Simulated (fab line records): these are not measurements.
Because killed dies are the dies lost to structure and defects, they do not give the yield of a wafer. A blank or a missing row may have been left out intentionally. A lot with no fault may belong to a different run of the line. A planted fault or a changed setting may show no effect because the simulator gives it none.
Which tool is to blame? | flow sky130 | 39 wafers from 13 lots sampled at 3 of the route's 708 steps

WHAT THE GAUGES SHOWED, per wafer
SKY_VT_ADJUST_LVTN_OVL_MEAS_18. Usual: VT_ADJUST_LVTN_01_OVL typically reads -0.6 nm, with standard deviation 1.3.
lot  | measured     | on         | VT_ADJUST_LVTN_01_OVL (nm) | flag
L396 | day 8 10:07  | overlay-01 | -0.9 -1.5 -0.2             |
L397 | day 8 16:02  | overlay-02 | -1.0 -0.6 -0.4             |
L399 | day 9 06:19  | overlay-01 | -1.8 -2.1 -3.7             |
L400 | day 9 06:26  | overlay-02 | -0.3 0.1 -0.3              |
L402 | day 9 23:28  | overlay-02 | -1.1 0.4 0.7               |
L403 | day 10 05:41 | overlay-02 | 1.7 -1.1 -0.2              |
L405 | day 10 18:13 | overlay-01 | -1.8 -2.9 -1.8             |
L406 | day 11 03:11 | overlay-01 | -1.2 0.5 0.5               |
L407 | day 11 07:46 | overlay-01 | 0.0 0.1 -1.1               |
L409 | day 12 14:53 | overlay-02 | 0.3 1.5 0.0                |
L414 | day 13 08:46 | overlay-01 | -1.2 -2.7 -2.4             |
L415 | day 13 17:49 | overlay-01 | -0.7 -0.7 0.3              |
L416 | day 13 22:40 | overlay-02 | 0.9 0.1 0.4                |

TOOL THAT RAN EACH LOT (tool first, then ch and the chambers of the sampled wafers, then the start)
lot  | SKY_FIELD_ISO_STRIP_16              | SKY_NWELL_RTA_28
L396 | plasma-asher-01 ch 1, day 2 14:11   | rtp-anneal-01 ch 0, day 5 21:40
L397 | plasma-asher-03 ch 0,1, day 2 19:58 | rtp-anneal-02 ch 0, day 6 04:27
L399 | plasma-asher-01 ch 0,1, day 3 07:49 | rtp-anneal-01 ch 0, day 6 16:09
L400 | plasma-asher-01 ch 0,1, day 3 11:38 | rtp-anneal-02 ch 0, day 6 16:31
L402 | plasma-asher-03 ch 0,1, day 4 00:41 | rtp-anneal-01 ch 0, day 7 08:28
L403 | plasma-asher-01 ch 0,1, day 4 03:14 | rtp-anneal-01 ch 0, day 7 13:59
L405 | plasma-asher-03 ch 0,1, day 4 12:49 | rtp-anneal-01 ch 0, day 8 00:18
L406 | plasma-asher-02 ch 0,1, day 4 18:23 | rtp-anneal-01 ch 0, day 8 08:19
L407 | plasma-asher-03 ch 0, day 5 01:23   | rtp-anneal-02 ch 0, day 8 12:08
L409 | plasma-asher-01 ch 0,1, day 5 17:31 | rtp-anneal-01 ch 0, day 9 16:21
L414 | plasma-asher-01 ch 0,1, day 6 10:58 | rtp-anneal-02 ch 0, day 10 07:31
L415 | plasma-asher-03 ch 0,1, day 6 19:35 | rtp-anneal-02 ch 0, day 10 15:16
L416 | plasma-asher-02 ch 0,1, day 7 01:50 | rtp-anneal-02 ch 0, day 10 20:59
- SKY_FIELD_ISO_STRIP_16: strips in O2/N2.
- SKY_NWELL_RTA_28: time 30 s.

WHAT THE TOOLS THEMSELVES READ (means of the sampled wafers that have a number; where no wafer has one, the mark that the record gives instead)
SKY_FIELD_ISO_STRIP_16. Usual: drypump-motor-current-A 5.7 A, standard deviation 0.34; oes-product-au 0.378 a.u., standard deviation 0.0046; strip-time-to-endpoint-s 3.546 s, standard deviation 0.026.
lot  | tool            | drypump-motor-current-A (A) | oes-product-au (a.u.) | strip-time-to-endpoint-s (s) | flag
L396 | plasma-asher-01 | 5.7                         | 0.377                 | 3.554                        |
L397 | plasma-asher-03 | 5.9                         | 0.372                 | 3.503                        |
L399 | plasma-asher-01 | 5.4                         | 0.380                 | 3.565                        |
L400 | plasma-asher-01 | 5.4                         | 0.380                 | 3.525                        |
L402 | plasma-asher-03 | 5.9                         | 0.378                 | 3.547                        |
L403 | plasma-asher-01 | 5.6                         | 0.377                 | 3.543                        |
L405 | plasma-asher-03 | 5.8                         | 0.380                 | 3.527                        |
L406 | plasma-asher-02 | 6.2                         | 0.381                 | 3.573                        |
L407 | plasma-asher-03 | 5.8                         | 0.378                 | 3.557                        |
L409 | plasma-asher-01 | 5.5                         | 0.375                 | 3.556                        |
L414 | plasma-asher-01 | 5.4                         | 0.378                 | 3.548                        |
L415 | plasma-asher-03 | 5.9                         | 0.376                 | 3.513                        |
L416 | plasma-asher-02 | 6.2                         | 0.373                 | 3.534                        |

SKY_NWELL_RTA_28. Usual: lamp-power-pct 25.31 %, standard deviation 0.055; wafer_temp_C_max 1054.8, standard deviation 0.96.
lot  | tool          | lamp-power-pct (%) | wafer_temp_C_max | flag
L396 | rtp-anneal-01 | 25.35              | 1054.8           |
L397 | rtp-anneal-02 | 25.26              | 1054.5           |
L399 | rtp-anneal-01 | 25.26              | 1053.8           |
L400 | rtp-anneal-02 | 25.36              | 1055.3           |
L402 | rtp-anneal-01 | 25.33              | 1054.9           |
L403 | rtp-anneal-01 | 25.28              | 1053.8           |
L405 | rtp-anneal-01 | 25.35              | 1055.3           |
L406 | rtp-anneal-01 | 25.29              | 1054.6           |
L407 | rtp-anneal-02 | 25.26              | 1055.0           |
L409 | rtp-anneal-01 | 25.29              | 1053.9           |
L414 | rtp-anneal-02 | 25.30              | 1054.6           |
L415 | rtp-anneal-02 | 25.31              | 1054.7           |
L416 | rtp-anneal-02 | 25.29              | 1054.7           |

THE ANSWER, worked out from the rows above alone
Rule: a lot is off if the mean of its wafers that have a number lies more than 3 standard deviations from the usual mean. Also off: a lot with no number at a reading for which 4 or more lots have one. The other lots that the step has rows for count as sound. After the gauges, taken in route order, come the tools' own readings; for these a lot's mean is taken, as printed above. The first step at which some lot is off is used, and at that step the reading that is off furthest; a lot without a number counts as furthest.
No lot is off at any reading shown: from this, nothing can be told.

WHAT THE SIMULATOR HAD PUT IN
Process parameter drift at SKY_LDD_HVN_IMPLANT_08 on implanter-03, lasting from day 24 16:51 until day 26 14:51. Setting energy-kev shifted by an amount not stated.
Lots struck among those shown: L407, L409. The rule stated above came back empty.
